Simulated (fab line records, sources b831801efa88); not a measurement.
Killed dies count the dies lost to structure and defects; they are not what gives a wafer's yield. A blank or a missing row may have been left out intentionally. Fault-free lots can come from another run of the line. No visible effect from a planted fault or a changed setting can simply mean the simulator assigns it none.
One fault through the eyes of 2 desks + flow sky130 + each desk has only its own numbers; what lay behind them comes last

## AT THE TOOL OWNER'S DESK: lpcvd-01
The tool's own readings at SKY_POLY_GATE_CVD_00 (deposits poly-Si, target thk 180 nm, time 720 s): means of the sampled wafers that have a number, for each lot that ran on this tool. If a lot's mean is further than 4 standard deviations from the usual mean, the lot is out of limits and carries the mark OUT (the distance appears in the brackets).
Columns: A = susceptor-temp-C at SKY_POLY_GATE_CVD_00, usual 620.00 C
| lot  | first seen here | A      |
|------|-----------------|--------|
| L726 | day 13 17:22    | 619.92 |
| L728 | day 14 10:32    | 619.96 |
| L729 | day 14 18:54    | 620.10 |
| L730 | day 15 06:27    | 619.99 |
| L739 | day 18 08:13    | 620.10 |
| L740 | day 18 18:17    | 619.82 |
| L741 | day 19 07:04    | 619.81 |
| L744 | day 20 01:00    | 619.97 |
| L747 | day 20 22:28    | 620.22 |
| L748 | day 21 13:32    | 619.69 |
| L749 | day 23 03:43    | 620.01 |
This desk's finding: nothing out of limits on any of the 11 lots.

## METROLOGY DESK
What the gauges read, lot by lot, whatever tool the lot ran on: means of the sampled wafers that have a number. If a lot's mean is further than 4 standard deviations from the usual mean, the lot is out of limits and carries the mark OUT (the distance appears in the brackets).
Columns: A = POLY_GATE_CVD_00_THK at SKY_POLY_GATE_THK_MEAS_01, usual 179.6 nm; B = LDD_N_OVL at SKY_LDD_N_OVL_MEAS_07, usual -0.6 nm
| lot  | first seen here | A               | B    |
|------|-----------------|-----------------|------|
| L726 | day 13 18:35    | 182.3           | -0.5 |
| L728 | day 14 11:46    | 179.2           | -0.0 |
| L729 | day 14 20:06    | 125.6 (-34) OUT | -0.3 |
| L730 | day 15 07:39    | 124.3 (-35) OUT | -0.9 |
| L739 | day 18 09:25    | 178.0           | 0.6  |
| L740 | day 18 19:29    | 179.9           | -1.3 |
| L741 | day 19 08:17    | 177.3           | -0.3 |
| L744 | day 20 02:12    | 179.6           | -1.4 |
| L747 | day 21 00:16    | 177.8           | -0.0 |
| L748 | day 21 14:44    | 178.5           | 0.4  |
| L749 | day 23 05:32    | 181.1           | -0.7 |
This desk's finding: out of limits on L729, L730; first on L729, day 14 20:06 (POLY_GATE_CVD_00_THK at SKY_POLY_GATE_THK_MEAS_01). L726, L728, L739, L740, L741, L744, L747, L748, L749: within limits.

## BROUGHT TOGETHER
On L729, L730, the metrology desk was in a position to raise an alarm at day 14 20:06.
The tool owner's desk saw nothing out of limits.
Tool owner's desk: L729, L730 on record, inside its limits.
Every lot named ran SKY_POLY_GATE_CVD_00 on lpcvd-01.

## WHAT HAD BEEN PUT IN BY THE SIMULATOR
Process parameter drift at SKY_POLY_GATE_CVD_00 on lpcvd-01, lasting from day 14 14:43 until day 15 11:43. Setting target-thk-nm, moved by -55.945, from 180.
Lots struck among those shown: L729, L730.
Hours from the fault's start to each desk's first reading out of limits: the metrology desk, 5.
